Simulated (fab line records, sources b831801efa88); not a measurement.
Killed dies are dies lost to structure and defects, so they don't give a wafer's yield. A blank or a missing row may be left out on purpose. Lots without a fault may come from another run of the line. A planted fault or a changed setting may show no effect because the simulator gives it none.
fab line records | flow sky130
record lots=5 wafers=15 last_day=50
route steps=708 shown POLY_GATE@221 LDD_N@237 LDD_P@255
lots that met no fault: from a run of the same line without faults
start_h: hours from the record's first day to the start of the lot's first wafer shown | wait_h: hours since the lot's step before | " the same as in the row above | L1.1+2: a row that stands for several wafers | - no value, or no start given | * or withheld: withheld | < > ~ a bound
route shown NAME@n: a module of which the file shows steps, and the number in the route of the first | usual: mean/standard deviation of fault-free wafers | same: alike in all rows | chamber/n: place in a boat | sites: the reading at each site | _std_site: their standard deviation | _edge_site: outer sites' mean less inner sites' | radius_mm: how far each site lies from the wafer's centre | mask NAME#n: copy n | behind: the tool/chamber that last shaped the wafer | hold: why the lot was held/for how many hours/how that ended | device: the transistor (n, p or np) that didn't switch | end of line: the same wafers' tests at the end of the route | a step without rows: its recipe alone | killed: dies lost to structure and defects at the first sort, not the wafer's yield | map: a wafer's dies, x killed, . not, _ none there
set.NAME: the setting as run; set.NAME@STEP: as run at that earlier step | model.NAME: the simulator's own value behind a step, which no gauge read
lots at some steps of the route; a table a step, a row a wafer
services: from which hour (start_h, from the record's first day; less than 0 if before it) a tool's chamber was out of use, for how many hours, and why
## steps
# step SKY_POLY_GATE_COAT_07
# recipe resist=BARC temp_c=withheld time_s=withheld spin_rpm=3000 resist_thk_nm=110
# usual dispense_pressure_kPa=46.4/1.4
# columns lot.wafer tool chamber start_h wait_h dispense_pressure_kPa
L076.1 litho_track-02 0 375.16 0.1 46.4
L076.2 " 0 " " 46.4
L076.3 " 0 " " 46.4
L085.1 litho_track-02 0 448.56 0.1 46.4
L085.2 " 0 " " 46.4
L085.5 " 0 " " 46.4
L088.2 litho_track-04 0 482.98 0.1 44.9
L088.3 " 0 " " 44.9
L088.4 " 0 " " 44.9
L089.3 litho_track-02 0 490.51 0.1 46.4
L089.5 " 0 " " 46.3
L089.6 " 0 " " 46.3
L096.1 litho_track-04 0 554.85 0.1 44.9
L096.3 " 0 " " 44.9
L096.4 " 0 " " 44.9
# step SKY_POLY_GATE_COAT_08
# recipe resist=KrF-thick spin_rpm=3000 resist_thk_nm=450
# usual dispense_pressure_kPa=46.4/1.4
# columns lot.wafer tool chamber start_h wait_h dispense_pressure_kPa
L076.1 litho_track-02 0 - - 46.4
L076.2 " 0 " " 46.4
L076.3 " 0 " " 46.4
L085.1 litho_track-02 0 - - 46.4
L085.2 " 0 " " 46.4
L085.5 " 0 " " 46.4
L088.2 litho_track-04 0 - - 44.9
L088.3 " 0 " " 44.9
L088.4 " 0 " " 45.0
L089.3 litho_track-02 0 - - 46.4
L089.5 " 0 " " 46.4
L089.6 " 0 " " 46.4
L096.1 litho_track-04 0 - - 44.9
L096.3 " 0 " " 45.0
L096.4 " 0 " " 45.0
# step SKY_POLY_GATE_SOFTBAKE_09
# recipe temp_c=100 time_s=90 resist=KrF-thick
# columns lot.wafer tool chamber start_h wait_h
L076.1+2+3 litho_track-02 0 - -
L085.1+2+5 litho_track-02 0 - -
L088.2+3+4 litho_track-04 0 - -
L089.3+5+6 litho_track-02 0 - -
L096.1+3+4 litho_track-04 0 - -
# step SKY_POLY_GATE_EXPOSE_10
# recipe mask_id=P1M na=0.68 source_shape=conventional sigma_outer=0.6 target_cd_nm=150 dose_mj=28
# usual focus_offset_nm=-0.1/0.58
# columns lot.wafer tool chamber start_h wait_h mask focus_offset_nm
L076.1 krf_scanner-02 0 - - P1M#0 -1.1
L076.2 " 0 " " P1M#0 -0.6
L076.3 " 0 " " P1M#0 0.2
L085.1 krf_scanner-02 0 - - P1M#0 -0.8
L085.2 " 0 " " P1M#0 -0.6
L085.5 " 0 " " P1M#0 -0.3
L088.2 krf_scanner-01 0 - - P1M#0 -0.6
L088.3 " 0 " " P1M#0 -0.4
L088.4 " 0 " " P1M#0 -0.8
L089.3 krf_scanner-01 0 - - P1M#0 -0.3
L089.5 " 0 " " P1M#0 -1.1
L089.6 " 0 " " P1M#0 0.0
L096.1 krf_scanner-02 0 - - P1M#0 0.1
L096.3 " 0 " " P1M#0 0.2
L096.4 " 0 " " P1M#0 0.1
# step SKY_POLY_GATE_PEB_11
# recipe peb_temp_c=withheld peb_time_s=withheld resist=KrF-thick
# columns lot.wafer tool chamber start_h wait_h
L076.1+2+3 litho_track-03 0 - -
L085.1+2+5 litho_track-02 0 - -
L088.2+3+4 litho_track-04 0 - -
L089.3+5+6 litho_track-04 0 - -
L096.1+3+4 litho_track-03 0 - -
# step SKY_POLY_GATE_DEVELOP_12
# recipe develop_time_s=60 resist=KrF-thick dev_temp_c=21
# columns lot.wafer tool chamber start_h wait_h
L076.1+2+3 litho_track-03 0 - -
L085.1+2+5 litho_track-02 0 - -
L088.2+3+4 litho_track-04 0 - -
L089.3+5+6 litho_track-04 0 - -
L096.1+3+4 litho_track-03 0 - -
# step SKY_POLY_GATE_CD_MEAS_13
# recipe target_cd_nm=150
# usual cd_nm=149.6/1.6
# columns lot.wafer tool chamber start_h wait_h cd_nm
L076.1 cd_sem-01 - 389.13 - 150.3
L076.2 " - " " 149.7
L076.3 " - " " 149.5
L085.1 cd_sem-01 - 464.16 - 153.3
L085.2 " - " " 151.2
L085.5 " - " " 152.5
L088.2 cd_sem-02 - 498.27 - 150.4
L088.3 " - " " 149.4
L088.4 " - " " 150.0
L089.3 cd_sem-01 - 506.24 - 147.2
L089.5 " - " " 148.3
L089.6 " - " " 146.9
L096.1 cd_sem-01 - 570.83 - 149.4
L096.3 " - " " 149.4
L096.4 " - " " 149.3
# step SKY_POLY_GATE_OVL_MEAS_14
# usual POLY_GATE_OVL=-4/5.3
# columns lot.wafer tool chamber start_h wait_h POLY_GATE_OVL[nm]
L076.1 overlay-01 - 389.25 0.1 -9
L076.2 " - " " -4
L076.3 " - " " -6
L085.1 overlay-01 - 464.28 0.1 9
L085.2 " - " " -2
L085.5 " - " " -10
L088.2 overlay-02 - 498.38 0.1 1
L088.3 " - " " -2
L088.4 " - " " 0
L089.3 overlay-01 - 506.34 0.1 2
L089.5 " - " " 0
L089.6 " - " " 3
L096.1 overlay-02 - 570.95 0.1 1
L096.3 " - " " -3
L096.4 " - " " -9
# step SKY_POLY_GATE_ETCH_15
# recipe chemistry=N2/H2 target=BARC ion_energy_ev=200 source_w=500 bias_w=100 pressure_mtorr=30 n2_flow_sccm=100 h2_flow_sccm=200 stop_on=SiO2 time_s=118.5 target_depth_a=1100
# usual drypump_motor_current_A=5.7/0.31 oes_product_au=0.716/0.0047 throttle_valve_pct=13.213/0.009
# columns lot.wafer tool chamber start_h wait_h drypump_motor_current_A oes_product_au rf_hours_counter_h throttle_valve_pct
L076.1 rie_diel-02 1 389.29 0.0 5.5 0.712 77 13.214
L076.2 " 3 " " 4.8 0.714 4 13.193
L076.3 " 0 " " 5.7 0.716 12 13.204
L085.1 rie_diel-03 1 464.31 0.0 5.7 0.718 31 13.208
L085.2 " 3 " " 5.7 0.712 2 13.219
L085.5 " 0 " " 5.7 0.704 - 13.217
L088.2 rie_diel-02 0 498.41 0.0 5.7 0.711 14 13.207
L088.3 " 1 " " 5.5 0.714 79 13.203
L088.4 " 3 " " 4.8 0.711 6 13.214
L089.3 rie_diel-03 2 506.36 0.0 6.1 0.713 53 13.220
L089.5 " 2 " " 6.1 0.708 - 13.215
L089.6 " 1 " " 5.7 0.715 - 13.219
L096.1 rie_diel-02 2 570.99 0.0 6.0 0.714 4 13.190
L096.3 " 3 " " 4.8 0.709 7 13.221
L096.4 " 0 " " 5.7 0.719 15 13.228
# step SKY_POLY_GATE_ETCH_16
# recipe stop_on=poly-Si chemistry=CH3F/O2 target=Si3N4 source_w=400 bias_w=80 pressure_mtorr=25 ch3f_flow_sccm=40 O2_flow_sccm=30 time_s=147.5 target_depth_a=750
# usual drypump_motor_current_A=5.7/0.31 oes_product_au=0.639/0.0053 throttle_valve_pct=10.535/0.009
# columns lot.wafer tool chamber start_h wait_h drypump_motor_current_A oes_product_au rf_hours_counter_h throttle_valve_pct
L076.1 rie_diel-02 1 389.37 0.0 5.5 0.640 77 10.531
L076.2 " 3 " " 4.8 0.653 4 10.544
L076.3 " 0 " " 5.7 0.640 12 10.537
L085.1 rie_diel-03 1 464.40 0.0 5.7 0.645 31 10.530
L085.2 " 3 " " 5.7 0.641 2 10.512
L085.5 " 0 " " 5.7 0.631 - 10.528
L088.2 rie_diel-02 0 498.49 0.0 5.7 0.631 14 10.523
L088.3 " 1 " " 5.5 0.641 79 10.544
L088.4 " 3 " " 4.8 0.632 6 10.541
L089.3 rie_diel-03 2 506.44 0.0 6.1 0.629 53 10.529
L089.5 " 2 " " 6.1 0.639 - 10.531
L089.6 " 1 " " 5.7 0.635 - 10.528
L096.1 rie_diel-02 2 571.07 0.0 6.0 0.650 4 10.542
L096.3 " 3 " " 4.8 0.636 8 10.544
L096.4 " 0 " " 5.7 0.630 15 10.541
# step SKY_POLY_GATE_ETCH_17
# recipe target_depth_nm=180 stop_on=SiO2 over_etch_frac=0.56667 chemistry=HBr/Cl2 target=poly-Si icp_w=400 bias_w=100 pressure_mtorr=10 HBr_flow_sccm=150 Cl2_flow_sccm=50 time_s=70.5
# usual drypump_motor_current_A=5.9/0.55 oes_product_au=0.987/0.0067 throttle_valve_pct=33.685/0.0094
# columns lot.wafer tool chamber start_h wait_h drypump_motor_current_A oes_product_au rf_hours_counter_h throttle_valve_pct
L076.1 rie_si-01 2 389.47 0.0 6.0 0.981 6 33.683
L076.2 " 0 " " 6.7 0.979 46 33.700
L076.3 " 1 " " 5.3 0.981 7 33.674
L085.1 rie_si-02 1 464.49 0.0 5.8 1.004 3 33.689
L085.2 " 2 " " 5.1 0.992 52 33.687
L085.5 " 3 " " 6.3 0.987 - 33.684
L088.2 rie_si-02 3 498.59 0.0 6.3 0.973 2 33.685
L088.3 " 1 " " 5.8 0.985 4 33.689
L088.4 " 0 " " 6.5 0.988 2 33.687
L089.3 rie_si-01 1 506.54 0.0 5.4 0.983 8 33.685
L089.5 " 2 " " 6.0 0.985 - 33.676
L089.6 " 3 " " 5.2 0.977 - 33.705
L096.1 rie_si-01 2 571.17 0.0 6.0 0.988 7 33.690
L096.3 " 0 " " 6.7 0.989 0 33.682
L096.4 " 3 " " 5.2 0.985 8 33.680
# step SKY_POLY_GATE_STRIP_18
# recipe chemistry=O2/N2 power_w=1400 pressure_mtorr=1500 platen_temp_c=withheld o2_flow_sccm=3000 n2_flow_sccm=300 overash_fraction=0.5
# usual drypump_motor_current_A=5.33/0.25 oes_product_au=0.361/0.0049 strip_time_to_endpoint_s=3.172/0.025
# columns lot.wafer tool chamber start_h wait_h drypump_motor_current_A oes_product_au rf_hours_counter_h strip_time_to_endpoint_s
L076.1 plasma_asher-03 0 389.53 0.0 5.59 0.367 73 3.176
L076.2 " 1 " " 5.27 0.353 73 3.137
L076.3 " 1 " " 5.26 0.368 - 3.129
L085.1 plasma_asher-03 1 464.55 0.0 5.31 0.357 3 3.124
L085.2 " 0 " " 5.58 0.361 3 3.132
L085.5 " 1 " " 5.33 0.357 - 3.156
L088.2 plasma_asher-02 0 498.65 0.0 5.28 0.365 68 3.202
L088.3 " 1 " " 5.04 0.368 - 3.171
L088.4 " 0 " " 5.29 0.359 - 3.192
L089.3 plasma_asher-04 1 506.63 0.1 6.07 0.363 - 3.138
L089.5 " 1 " " 6.07 0.362 - 3.169
L089.6 " 0 " " 5.76 0.364 - 3.156
L096.1 plasma_asher-03 1 571.23 0.0 5.31 0.361 16 3.218
L096.3 " 0 " " 5.57 0.352 - 3.161
L096.4 " 1 " " 5.30 0.365 - 3.176
# step SKY_POLY_GATE_CLEAN_19
# recipe chemistry=SC1/SC2 mix=1:4:20 temp_c=70 time_s=150 dry=n2_spin
# columns lot.wafer tool chamber start_h wait_h
L076.1+2+3 wet_bench-04 1 389.63 0.1
L085.1+2+5 wet_bench-01 1 464.65 0.1
L088.2+3+4 wet_bench-01 1 498.75 0.1
L089.3+5+6 wet_bench-04 1 506.70 0.0
L096.1+3+4 wet_bench-04 0 571.33 0.1
# step SKY_POLY_GATE_OXIDATION_20
# recipe temp_c=850 ambient=O2 stabilise_s=600 purge_s=300 target_thk_a=40 ox_time_s=899
# usual ox_temp_c=850.0/0.43 tube_center_temp_C=850/0.067
# columns lot.wafer tool chamber start_h wait_h ox_temp_c tube_center_temp_C
L076.1 furnace-02 0 389.68 0.0 849.0 849.87
L076.2 " 0 " " 849.2 849.97
L076.3 " 0 " " 849.6 850.11
L085.1 furnace-02 0 464.93 0.2 849.7 850
L085.2 " 0 " " 850.2 849.96
L085.5 " 0 " " 849.9 850
L088.2 furnace-01 0 499.78 1.0 849.8 850.03
L088.3 " 0 " " 849.9 850.11
L088.4 " 0 " " 850.2 850
L089.3 furnace-02 0 512.58 5.8 850.0 850.08
L089.5 " 0 " " 850.3 849.97
L089.6 " 0 " " 849.7 850
L096.1 furnace-01 0 571.38 0.0 850.2 850
L096.3 " 0 " " 849.4 850.15
L096.4 " 0 " " 850.2 850.06
# step SKY_POLY_GATE_THK_MEAS_21
# recipe reads=SiO2_of_POLY_GATE_OXIDATION_20
# usual POLY_GATE_OXIDATION_THK=3.97/0.079
# columns lot.wafer tool chamber start_h wait_h POLY_GATE_OXIDATION_THK[nm]
L076.1 film_metro-04 - 390.93 0.0 4.01
L076.2 " - " " 4.05
L076.3 " - " " 4.00
L085.1 film_metro-03 - 466.18 0.0 4.00
L085.2 " - " " 3.95
L085.5 " - " " 3.93
L088.2 film_metro-03 - 501.04 0.0 3.86
L088.3 " - " " 3.87
L088.4 " - " " 3.89
L089.3 film_metro-04 - 513.85 0.0 4.09
L089.5 " - " " 3.99
L089.6 " - " " 3.94
L096.1 film_metro-02 - 572.63 0.0 3.93
L096.3 " - " " 3.88
L096.4 " - " " 3.97
# step SKY_POLY_GATE_CD_MEAS_22
# usual cd_nm=149.6/2.1
# columns lot.wafer tool chamber start_h wait_h cd_nm
L076.1 cd_sem-02 - 390.99 0.1 147.9
L076.2 " - " " 149.9
L076.3 " - " " 148.1
L085.1 cd_sem-02 - 466.24 0.1 154.1
L085.2 " - " " 150.6
L085.5 " - " " 151.6
L088.2 cd_sem-01 - 501.12 0.1 149.3
L088.3 " - " " 148.1
L088.4 " - " " 148.4
L089.3 cd_sem-01 - 514.01 0.2 145.6
L089.5 " - " " 146.7
L089.6 " - " " 148.6
L096.1 cd_sem-01 - 572.69 0.1 150.5
L096.3 " - " " 150.8
L096.4 " - " " 149.4
# step SKY_LDD_N_DEHYDRATE_00
# recipe temp_c=200 time_s=60
# columns lot.wafer tool chamber start_h wait_h
L076.1+2+3 litho_track-02 0 405.56 14.5
L085.1+2+5 litho_track-01 0 480.86 14.6
L088.2+3+4 litho_track-04 0 515.98 14.8
L089.3+5+6 litho_track-02 0 528.01 14.0
L096.1+3+4 litho_track-02 0 586.41 13.7
# step SKY_LDD_N_HMDS_01
# recipe prime_time_s=60 prime_temp_c=120
# columns lot.wafer tool chamber start_h wait_h
L076.1+2+3 litho_track-02 0 405.71 0.1
L085.1+2+5 litho_track-01 0 481.01 0.1
L088.2+3+4 litho_track-04 0 516.13 0.1
L089.3+5+6 litho_track-02 0 528.16 0.1
L096.1+3+4 litho_track-02 0 586.56 0.1
# step SKY_LDD_N_COAT_02
# recipe resist=NOVOLAK spin_rpm=3000 resist_thk_nm=300
# usual dispense_pressure_kPa=49/4.4
# columns lot.wafer tool chamber start_h wait_h dispense_pressure_kPa
L076.1 litho_track-02 0 405.86 0.1 46
L076.2 " 0 " " 46
L076.3 " 0 " " 46
L085.1 litho_track-01 0 481.16 0.1 55
L085.2 " 0 " " 55
L085.5 " 0 " " 55
L088.2 litho_track-04 0 516.28 0.1 45
L088.3 " 0 " " 45
L088.4 " 0 " " 45
L089.3 litho_track-02 0 528.31 0.1 46
L089.5 " 0 " " 46
L089.6 " 0 " " 46
L096.1 litho_track-02 0 586.71 0.1 46
L096.3 " 0 " " 46
L096.4 " 0 " " 46
# step SKY_LDD_N_SOFTBAKE_03
# recipe temp_c=90 time_s=60 resist=NOVOLAK
# columns lot.wafer tool chamber start_h wait_h
L076.1+2+3 litho_track-02 0 406.01 0.1
L085.1+2+5 litho_track-01 0 481.31 0.1
L088.2+3+4 litho_track-04 0 516.43 0.1
L089.3+5+6 litho_track-02 0 528.46 0.1
L096.1+3+4 litho_track-02 0 586.86 0.1
# step SKY_LDD_N_EXPOSE_04
# recipe mask_id=NTM target_cd_nm=840 na=0.6 source_shape=conventional sigma_outer=0.6 dose_mj=110
# usual focus_offset_nm=0.0/0.56
# columns lot.wafer tool chamber start_h wait_h mask focus_offset_nm
L076.1 iline_stepper-01 0 - - NTM#0 -0.6
L076.2 " 0 " " NTM#0 -0.6
L076.3 " 0 " " NTM#0 -0.5
L085.1 iline_stepper-02 0 - - NTM#0 -0.2
L085.2 " 0 " " NTM#0 -1.0
L085.5 " 0 " " NTM#0 -0.7
L088.2 iline_stepper-02 0 - - NTM#0 -0.2
L088.3 " 0 " " NTM#0 0.4
L088.4 " 0 " " NTM#0 -0.5
L089.3 iline_stepper-02 0 - - NTM#0 -1.4
L089.5 " 0 " " NTM#0 0.1
L089.6 " 0 " " NTM#0 -1.4
L096.1 iline_stepper-02 0 - - NTM#0 -0.1
L096.3 " 0 " " NTM#0 -0.1
L096.4 " 0 " " NTM#0 -1.0
# step SKY_LDD_N_PEB_05
# recipe temp_c=withheld time_s=* resist=NOVOLAK
# columns lot.wafer tool chamber start_h wait_h
L076.1+2+3 litho_track-02 0 - -
L085.1+2+5 litho_track-02 0 - -
L088.2+3+4 litho_track-02 0 - -
L089.3+5+6 litho_track-04 0 - -
L096.1+3+4 litho_track-04 0 - -
# step SKY_LDD_N_DEVELOP_06
# recipe develop_time_s=60 dev_temp_c=23
# columns lot.wafer tool chamber start_h wait_h
L076.1+2+3 litho_track-02 0 420.56 0.1
L085.1+2+5 litho_track-02 0 496.76 0.1
L088.2+3+4 litho_track-02 0 530.78 0.1
L089.3+5+6 litho_track-04 0 543.05 0.1
L096.1+3+4 litho_track-04 0 602.20 0.1
# step SKY_LDD_N_OVL_MEAS_07
# usual LDD_N_OVL=0.0/1.3
# columns lot.wafer tool chamber start_h wait_h LDD_N_OVL[nm]
L076.1 overlay-02 - 420.71 0.1 -0.5
L076.2 " - " " -0.5
L076.3 " - " " -0.4
L085.1 overlay-02 - 496.91 0.1 -0.5
L085.2 " - " " 1.5
L085.5 " - " " 0.3
L088.2 overlay-02 - 530.91 0.1 -0.7
L088.3 " - " " 0.6
L088.4 " - " " 0.9
L089.3 overlay-02 - 543.17 0.1 2.2
L089.5 " - " " 2.4
L089.6 " - " " 1.6
L096.1 overlay-01 - 602.35 0.1 0.3
L096.3 " - " " -1.6
L096.4 " - " " -0.9
# step SKY_LDD_N_IMPLANT_08
# recipe species=As energy_kev=20 dose_cm2=7.5e+13 tilt_deg=withheld rotation_deg=23
# usual rotation_deg=22.999/0.02
# same implant_ion_amu=75
# columns lot.wafer tool chamber start_h wait_h rotation_deg
L076.1 implanter-02 0 420.74 0.0 22.998
L076.2 " 0 " " 22.989
L076.3 " 0 " " 23.010
L085.1 implanter-02 0 496.94 0.0 23.035
L085.2 " 0 " " 23.006
L085.5 " 0 " " 23.029
L088.2 implanter-03 0 530.97 0.0 23.012
L088.3 " 0 " " 23.011
L088.4 " 0 " " 23.041
L089.3 implanter-02 0 543.24 0.1 22.991
L089.5 " 0 " " 23.014
L089.6 " 0 " " 22.982
L096.1 implanter-01 0 602.39 0.0 22.987
L096.3 " 0 " " 22.988
L096.4 " 0 " " 22.973
# step SKY_LDD_N_IMPLANT_09
# recipe species=As energy_kev=20 dose_cm2=7.5e+13 tilt_deg=withheld rotation_deg=113
# usual rotation_deg=113.00/0.026
# same implant_ion_amu=75
# columns lot.wafer tool chamber start_h wait_h rotation_deg
L076.1 implanter-02 0 420.89 0.1 112.99
L076.2 " 0 " " 113.07
L076.3 " 0 " " 113.00
L085.1 implanter-02 0 497.09 0.1 113.01
L085.2 " 0 " " 113.00
L085.5 " 0 " " 112.98
L088.2 implanter-03 0 531.12 0.1 113.01
L088.3 " 0 " " 113.02
L088.4 " 0 " " 112.99
L089.3 implanter-02 0 543.39 0.1 112.99
L089.5 " 0 " " 112.95
L089.6 " 0 " " 112.99
L096.1 implanter-01 0 602.54 0.1 112.96
L096.3 " 0 " " 113.04
L096.4 " 0 " " 113.04
# step SKY_LDD_N_IMPLANT_10
# recipe species=As energy_kev=20 dose_cm2=7.5e+13 tilt_deg=withheld rotation_deg=203
# usual rotation_deg=203.00/0.041
# same implant_ion_amu=75
# columns lot.wafer tool chamber start_h wait_h rotation_deg
L076.1 implanter-02 0 421.04 0.1 202.95
L076.2 " 0 " " 202.97
L076.3 " 0 " " 203.02
L085.1 implanter-02 0 497.24 0.1 202.92
L085.2 " 0 " " 202.90
L085.5 " 0 " " 203.04
L088.2 implanter-03 0 531.27 0.1 203.01
L088.3 " 0 " " 203.02
L088.4 " 0 " " 202.99
L089.3 implanter-02 0 543.54 0.1 203.00
L089.5 " 0 " " 202.98
L089.6 " 0 " " 202.99
L096.1 implanter-01 0 602.69 0.1 202.96
L096.3 " 0 " " 203.01
L096.4 " 0 " " 203.00
# step SKY_LDD_N_IMPLANT_11
# recipe species=As energy_kev=20 dose_cm2=7.5e+13 tilt_deg=withheld rotation_deg=293
# usual rotation_deg=293.00/0.049
# same implant_ion_amu=75
# columns lot.wafer tool chamber start_h wait_h rotation_deg
L076.1 implanter-02 0 421.19 0.1 293.02
L076.2 " 0 " " 292.95
L076.3 " 0 " " 292.96
L085.1 implanter-02 0 497.39 0.1 292.99
L085.2 " 0 " " 292.88
L085.5 " 0 " " 292.95
L088.2 implanter-03 0 531.42 0.1 292.94
L088.3 " 0 " " 293.00
L088.4 " 0 " " 292.91
L089.3 implanter-02 0 543.69 0.1 293.05
L089.5 " 0 " " 293.07
L089.6 " 0 " " 293.00
L096.1 implanter-01 0 602.84 0.1 293.04
L096.3 " 0 " " 293.00
L096.4 " 0 " " 292.96
# step SKY_LDD_N_IMPLANT_12
# recipe species=BF2 energy_kev=50 dose_cm2=5e+12 tilt_deg=30 rotation_deg=0
# usual rotation_deg=-0.002/0.018
# same implant_ion_amu=49
# columns lot.wafer tool chamber start_h wait_h rotation_deg
L076.1 implanter-02 0 421.34 0.1 -0.020
L076.2 " 0 " " -0.028
L076.3 " 0 " " -0.010
L085.1 implanter-02 0 497.54 0.1 0.013
L085.2 " 0 " " 0.028
L085.5 " 0 " " 0.040
L088.2 implanter-03 0 531.57 0.1 -0.002
L088.3 " 0 " " 0.016
L088.4 " 0 " " 0.018
L089.3 implanter-02 0 543.84 0.1 -0.020
L089.5 " 0 " " -0.002
L089.6 " 0 " " -0.011
L096.1 implanter-01 0 602.99 0.1 -0.012
L096.3 " 0 " " -0.006
L096.4 " 0 " " -0.008
# step SKY_LDD_N_IMPLANT_13
# recipe species=BF2 energy_kev=50 dose_cm2=5e+12 tilt_deg=30 rotation_deg=90
# usual rotation_deg=90.000/0.03
# same implant_ion_amu=49
# columns lot.wafer tool chamber start_h wait_h rotation_deg
L076.1 implanter-02 0 421.49 0.1 90.030
L076.2 " 0 " " 90.038
L076.3 " 0 " " 90.035
L085.1 implanter-02 0 497.69 0.1 89.999
L085.2 " 0 " " 89.999
L085.5 " 0 " " 90.018
L088.2 implanter-03 0 531.72 0.1 89.995
L088.3 " 0 " " 89.960
L088.4 " 0 " " 90.004
L089.3 implanter-02 0 543.99 0.1 89.996
L089.5 " 0 " " 90.024
L089.6 " 0 " " 89.985
L096.1 implanter-01 0 603.14 0.1 89.978
L096.3 " 0 " " 89.994
L096.4 " 0 " " 89.973
# step SKY_LDD_N_IMPLANT_14
# recipe species=BF2 energy_kev=50 dose_cm2=5e+12 tilt_deg=30 rotation_deg=180
# usual rotation_deg=180.00/0.037
# same implant_ion_amu=49
# columns lot.wafer tool chamber start_h wait_h rotation_deg
L076.1 implanter-02 0 421.64 0.1 179.99
L076.2 " 0 " " 180.04
L076.3 " 0 " " 179.95
L085.1 implanter-02 0 497.84 0.1 179.98
L085.2 " 0 " " 180.02
L085.5 " 0 " " 179.98
L088.2 implanter-03 0 531.87 0.1 179.97
L088.3 " 0 " " 179.93
L088.4 " 0 " " 179.99
L089.3 implanter-02 0 544.14 0.1 179.94
L089.5 " 0 " " 179.99
L089.6 " 0 " " 180.01
L096.1 implanter-01 0 603.29 0.1 180.02
L096.3 " 0 " " 179.98
L096.4 " 0 " " 180.04
# step SKY_LDD_N_IMPLANT_15
# recipe species=BF2 energy_kev=50 dose_cm2=5e+12 tilt_deg=30 rotation_deg=270
# usual rotation_deg=269.99/0.051
# same implant_ion_amu=49
# columns lot.wafer tool chamber start_h wait_h rotation_deg
L076.1 implanter-02 0 421.79 0.1 269.91
L076.2 " 0 " " 269.92
L076.3 " 0 " " 269.86
L085.1 implanter-02 0 497.99 0.1 269.93
L085.2 " 0 " " 269.95
L085.5 " 0 " " 269.93
L088.2 implanter-03 0 532.02 0.1 269.96
L088.3 " 0 " " 270.05
L088.4 " 0 " " 270.05
L089.3 implanter-02 0 544.29 0.1 270.05
L089.5 " 0 " " 270.07
L089.6 " 0 " " 269.92
L096.1 implanter-01 0 603.44 0.1 269.98
L096.3 " 0 " " 270.03
L096.4 " 0 " " 270.03
# step SKY_LDD_N_STRIP_16
# recipe chemistry=O2/N2 power_w=1400 pressure_mtorr=1500 platen_temp_c=withheld o2_flow_sccm=3000 n2_flow_sccm=300 overash_fraction=0.5
# usual drypump_motor_current_A=5.8/0.43 oes_product_au=0.406/0.0044 strip_time_to_endpoint_s=4.317/0.015
# columns lot.wafer tool chamber start_h wait_h drypump_motor_current_A oes_product_au rf_hours_counter_h strip_time_to_endpoint_s
L076.1 plasma_asher-04 0 421.94 0.1 5.7 0.406 67 4.322
L076.2 " 1 " " 6.0 0.414 67 4.302
L076.3 " 1 " " 6.0 0.406 - 4.308
L085.1 plasma_asher-03 1 498.14 0.1 5.3 0.402 7 4.330
L085.2 " 0 " " 5.6 0.413 7 4.317
L085.5 " 0 " " 5.6 0.396 - 4.308
L088.2 plasma_asher-04 1 532.14 0.1 6.1 0.405 79 4.305
L088.3 " 1 " " 6.1 0.409 - 4.292
L088.4 " 0 " " 5.7 0.403 - 4.306
L089.3 plasma_asher-03 1 544.42 0.1 5.3 0.398 - 4.302
L089.5 " 1 " " 5.3 0.402 - 4.314
L089.6 " 0 " " 5.6 0.405 - 4.297
L096.1 plasma_asher-03 0 603.59 0.1 5.6 0.410 22 4.319
L096.3 " 1 " " 5.3 0.410 - 4.316
L096.4 " 0 " " 5.6 0.410 - 4.312
# step SKY_LDD_N_TW_MEAS_17
# usual LDD_N_TW=2577/17
# columns lot.wafer tool chamber start_h wait_h LDD_N_TW
L076.1 film_metro-01 - 422.04 0.1 2565
L076.2 " - " " 2564
L076.3 " - " " 2541
L085.1 film_metro-03 - 498.24 0.1 2577
L085.2 " - " " 2589
L085.5 " - " " 2571
L088.2 film_metro-02 - 532.25 0.1 2580
L088.3 " - " " 2580
L088.4 " - " " 2586
L089.3 film_metro-01 - 544.51 0.1 2564
L089.5 " - " " 2551
L089.6 " - " " 2563
L096.1 film_metro-03 - 603.69 0.1 2588
L096.3 " - " " 2578
L096.4 " - " " 2580
# step SKY_LDD_P_DEHYDRATE_00
# recipe temp_c=200 time_s=60
# columns lot.wafer tool chamber start_h wait_h
L076.1+2+3 litho_track-01 0 436.91 14.9
L085.1+2+5 litho_track-03 0 512.88 14.6
L088.2+3+4 litho_track-03 0 546.76 14.5
L089.3+5+6 litho_track-01 0 558.51 14.0
L096.1+3+4 litho_track-01 0 616.76 13.1
# step SKY_LDD_P_HMDS_01
# recipe prime_time_s=60 prime_temp_c=120
# columns lot.wafer tool chamber start_h wait_h
L076.1+2+3 litho_track-01 0 437.06 0.1
L085.1+2+5 litho_track-03 0 513.03 0.1
L088.2+3+4 litho_track-03 0 546.91 0.1
L089.3+5+6 litho_track-01 0 558.66 0.1
L096.1+3+4 litho_track-01 0 616.91 0.1
# step SKY_LDD_P_COAT_02
# recipe resist=NOVOLAK spin_rpm=3000 resist_thk_nm=1140
# usual dispense_pressure_kPa=49/4.3
# columns lot.wafer tool chamber start_h wait_h dispense_pressure_kPa
L076.1 litho_track-01 0 437.21 0.1 55
L076.2 " 0 " " 55
L076.3 " 0 " " 55
L085.1 litho_track-03 0 513.18 0.1 49
L085.2 " 0 " " 48
L085.5 " 0 " " 49
L088.2 litho_track-03 0 547.06 0.1 48
L088.3 " 0 " " 48
L088.4 " 0 " " 48
L089.3 litho_track-01 0 558.81 0.1 55
L089.5 " 0 " " 55
L089.6 " 0 " " 55
L096.1 litho_track-01 0 617.06 0.1 55
L096.3 " 0 " " 55
L096.4 " 0 " " 55
# step SKY_LDD_P_SOFTBAKE_03
# recipe temp_c=90 time_s=60 resist=NOVOLAK
# columns lot.wafer tool chamber start_h wait_h
L076.1+2+3 litho_track-01 0 437.36 0.1
L085.1+2+5 litho_track-03 0 513.33 0.1
L088.2+3+4 litho_track-03 0 547.21 0.1
L089.3+5+6 litho_track-01 0 558.96 0.1
L096.1+3+4 litho_track-01 0 617.21 0.1
## services
# columns tool chamber start_h hours kind
rie_diel-03 - 354.77 1.1 repair
implanter-01 - 378.25 3.2 repair
implanter-01 - 384.84 9.2 pm
rie_diel-02 - 390.89 1.2 repair
plasma_asher-03 - 396.44 2.1 repair
iline_stepper-02 - 407.05 3.2 repair
implanter-03 - 408.66 0.7 repair
implanter-03 - 410.83 1.4 repair
plasma_asher-03 - 421.25 9.0 pm
rie_diel-02 0 445.81 2.6 repair
implanter-02 - 452.46 1.7 repair
implanter-02 - 469.14 3.4 repair
rie_diel-02 - 477.99 2.8 pm
implanter-03 - 481.39 6.9 repair
implanter-02 - 506.07 1.1 repair
implanter-01 - 522.29 0.6 repair
implanter-02 - 529.94 3.9 pm
rie_diel-02 0 542.87 12.0 repair
implanter-01 - 547.01 21.7 repair
implanter-01 - 582.34 4.0 pm
implanter-03 - 583.85 6.0 repair
implanter-03 - 590.25 5.2 pm
implanter-03 - 599.04 5.8 repair
rie_diel-02 - 612.70 0.5 repair
## key
fault none
